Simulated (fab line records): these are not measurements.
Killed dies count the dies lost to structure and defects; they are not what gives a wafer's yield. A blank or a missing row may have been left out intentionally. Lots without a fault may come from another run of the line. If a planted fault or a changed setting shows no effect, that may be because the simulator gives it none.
Which tool is to blame? | flow sky130 | Sampling: 12 lots, 36 wafers, 4 of 708 route steps

WHAT EACH GAUGE READ, for each wafer
SKY_NWELL_OVL_MEAS_23. Usual: NWELL_01_OVL -0.4 nm, standard deviation 1.7.
lot  | measured     | on         | NWELL_01_OVL (nm) | flag
L579 | day 6 01:10  | overlay-02 | -0.3 -0.7 0.5     | 
L581 | day 6 17:56  | overlay-01 | -1.5 1.3 1.6      | 
L583 | day 7 02:34  | overlay-01 | -0.7 -4.2 -2.7    | 
L584 | day 7 09:31  | overlay-01 | -0.8 -1.1 -2.3    | 
L591 | day 9 03:40  | overlay-02 | -1.4 -1.2 -1.9    | 
L592 | day 9 12:08  | overlay-01 | -0.4 0.2 -0.5     | 
L594 | day 9 23:53  | overlay-01 | -2.2 -3.0 -3.9    | 
L595 | day 10 07:04 | overlay-01 | -1.1 -1.5 -2.3    | 
L596 | day 10 14:22 | overlay-02 | -1.8 -0.9 -2.6    | 
L597 | day 10 19:16 | overlay-02 | 1.5 3.1 1.1       | 
L598 | day 11 01:10 | overlay-01 | -1.3 0.9 -0.2     | 
L599 | day 11 02:53 | overlay-02 | 4.9 3.8 3.3       | 

SKY_VT_ADJUST_HVTR_CD_MEAS_07 targets a cd of 380 nm. Usual: cdNm reads 380.0 nm (standard deviation 2.7).
lot  | measured     | on       | cdNm (nm)         | flag
L579 | day 10 08:01 | cdSem-02 | 381.7 380.9 380.8 | 
L581 | day 11 06:17 | cdSem-02 | 386.0 386.8 386.3 | 
L583 | day 11 16:19 | cdSem-02 | 378.7 380.4 382.1 | 
L584 | day 12 00:44 | cdSem-01 | 381.5 384.4 383.6 | 
L591 | day 14 03:52 | cdSem-02 | 374.8 374.6 375.6 | 
L592 | day 14 14:05 | cdSem-02 | 381.1 380.3 380.8 | 
L594 | day 15 03:47 | cdSem-01 | 378.3 381.3 379.3 | 
L595 | day 15 14:12 | cdSem-02 | 382.8 379.9 379.7 | 
L596 | day 15 22:57 | cdSem-01 | 379.7 380.5 381.3 | 
L597 | day 16 05:21 | cdSem-01 | 378.9 379.7 379.5 | 
L598 | day 16 11:02 | cdSem-02 | 377.2 372.4 374.4 | 
L599 | day 16 13:50 | cdSem-01 | 378.8 381.4 383.1 | 

SKY_GATE_OXIDE_THK_MEAS_02. Usual: GATE_OXIDE_OXIDATION_00_THK 10.24 nm, standard deviation 0.18.
lot  | measured     | on           | GATE_OXIDE_OXIDATION_00_THK (nm) | flag
L579 | day 13 21:17 | filmMetro-01 | 10.11 10.12 10.08                | 
L581 | day 14 21:31 | filmMetro-03 | 12.30 12.14 12.28                | OFF
L583 | day 15 08:23 | filmMetro-03 | 12.42 12.36 12.33                | OFF
L584 | day 15 17:48 | filmMetro-03 | 11.94 11.85 11.79                | OFF
L591 | day 18 00:54 | filmMetro-01 | 10.16 10.31 10.13                | 
L592 | day 18 10:42 | filmMetro-01 | 10.41 10.44 10.48                | 
L594 | day 19 02:04 | filmMetro-03 | 10.29 10.24 10.12                | 
L595 | day 19 17:53 | filmMetro-03 | 9.96 9.85 10.14                  | 
L596 | day 20 04:41 | filmMetro-04 | 10.33 10.43 10.51                | 
L597 | day 20 06:23 | filmMetro-01 | 10.12 10.03 10.08                | 
L598 | day 20 15:44 | filmMetro-03 | 10.47 10.48 10.31                | 
L599 | day 20 15:44 | filmMetro-04 | 10.44 10.40 10.29                | 

WHICH TOOL RAN EACH LOT (tool, then ch and the chambers of the sampled wafers, then the start)
lot  | SKY_GATE_OXIDE_OXIDATION_01
L579 | furnace-01 ch 0, day 13 19:53
L581 | furnace-01 ch 0, day 14 20:06
L583 | furnace-01 ch 0, day 15 06:59
L584 | furnace-01 ch 0, day 15 16:23
L591 | furnace-01 ch 0, day 17 23:29
L592 | furnace-02 ch 0, day 18 09:17
L594 | furnace-02 ch 0, day 19 00:38
L595 | furnace-02 ch 0, day 19 16:28
L596 | furnace-01 ch 0, day 20 03:15
L597 | furnace-02 ch 0, day 20 04:57
L598 | furnace-01 ch 0, day 20 14:19
L599 | furnace-01 ch 0, day 20 14:19
- SKY_GATE_OXIDE_OXIDATION_01: stabilise 600 s, purge 300 s, target thk 10.268 nm.

AS READ BY THE TOOLS THEMSELVES (means over the sampled wafers that have a number; for cases with no such wafer, the mark the record gives instead)
SKY_GATE_OXIDE_OXIDATION_01. Usual: spikeTcBottomC is 920.9 C with standard deviation 1.3, spikeTcCentreC is 900.3 C with standard deviation 1.1, spikeTcLowerC is 901.1 C with standard deviation 1.1, spikeTcTopC is 914.7 C with standard deviation 2.2, spikeTcUpperC is 899.8 C with standard deviation 1.7, tubeCenterTempC is 899.99 C with standard deviation 0.078, and tube_center_temp_C_max is 902.4 with standard deviation 0.37.
lot  | tool       | spikeTcBottomC (C) | spikeTcCentreC (C) | spikeTcLowerC (C) | spikeTcTopC (C) | spikeTcUpperC (C) | tubeCenterTempC (C) | tube_center_temp_C_max | flag
L579 | furnace-01 | 920.1              | 901.1              | 901.4             | 912.6           | 898.8             | 900.03              | 902.3                  | 
L581 | furnace-01 | 936.5              | 916.6              | 918.1             | 929.1           | 915.1             | 916.78              | 919.1                  | OFF
L583 | furnace-01 | 936.7              | 916.7              | 918.7             | 929.2           | 914.1             | 916.79              | 919.1                  | OFF
L584 | furnace-01 | 937.5              | 917.1              | 918.5             | 929.6           | 916.5             | 916.74              | 919.1                  | OFF
L591 | furnace-01 | 919.8              | 900.6              | 902.2             | 913.7           | 897.8             | 900.05              | 902.4                  | 
L592 | furnace-02 | 921.3              | 899.6              | 900.4             | 918.6           | 901.5             | 899.97              | 902.6                  | 
L594 | furnace-02 | 921.8              | 900.2              | 901.0             | 916.9           | 901.1             | 899.97              | 902.1                  | 
L595 | furnace-02 | 922.9              | 899.5              | 900.7             | 917.2           | 901.2             | 900.07              | 902.4                  | 
L596 | furnace-01 | 920.7              | 900.9              | 901.5             | 912.7           | 898.1             | 899.95              | 902.2                  | 
L597 | furnace-02 | 922.4              | 900.4              | 900.5             | 917.3           | 900.6             | 899.93              | 902.3                  | 
L598 | furnace-01 | 920.3              | 900.0              | 901.9             | 912.6           | 898.2             | 900.12              | 902.8                  | 
L599 | furnace-01 | 920.4              | 899.9              | 901.3             | 913.6           | 898.8             | 899.97              | 902.3                  | 

THE ANSWER, worked out from the rows above alone
Rule: a lot counts as off when the mean over its wafers that have a number is more than 3 standard deviations away from the usual mean. A lot without any number at a reading at which 4 lots or more have one is off too. The other lots that the step has rows for count as sound. The gauges are gone through in route order, then the tools' own readings, and for those a lot's mean is taken as printed above. The first step at which some lot is off is used, and at that step the reading that is off furthest; a lot without a number counts as furthest.
Off: L581, L583, L584, at SKY_GATE_OXIDE_THK_MEAS_02 (GATE_OXIDE_OXIDATION_00_THK).
A tool fits if, at a process step before that reading, it ran every lot that is off, and no sound lot after the first of them. Not tried: the gauges at SKY_GATE_OXIDE_THK_MEAS_02; whatever is off there is also off at SKY_GATE_OXIDE_OXIDATION_01, on other tools, and gauge error can't account for it. No candidate that was tried fits.

WHAT THE SIMULATOR HAD INSERTED
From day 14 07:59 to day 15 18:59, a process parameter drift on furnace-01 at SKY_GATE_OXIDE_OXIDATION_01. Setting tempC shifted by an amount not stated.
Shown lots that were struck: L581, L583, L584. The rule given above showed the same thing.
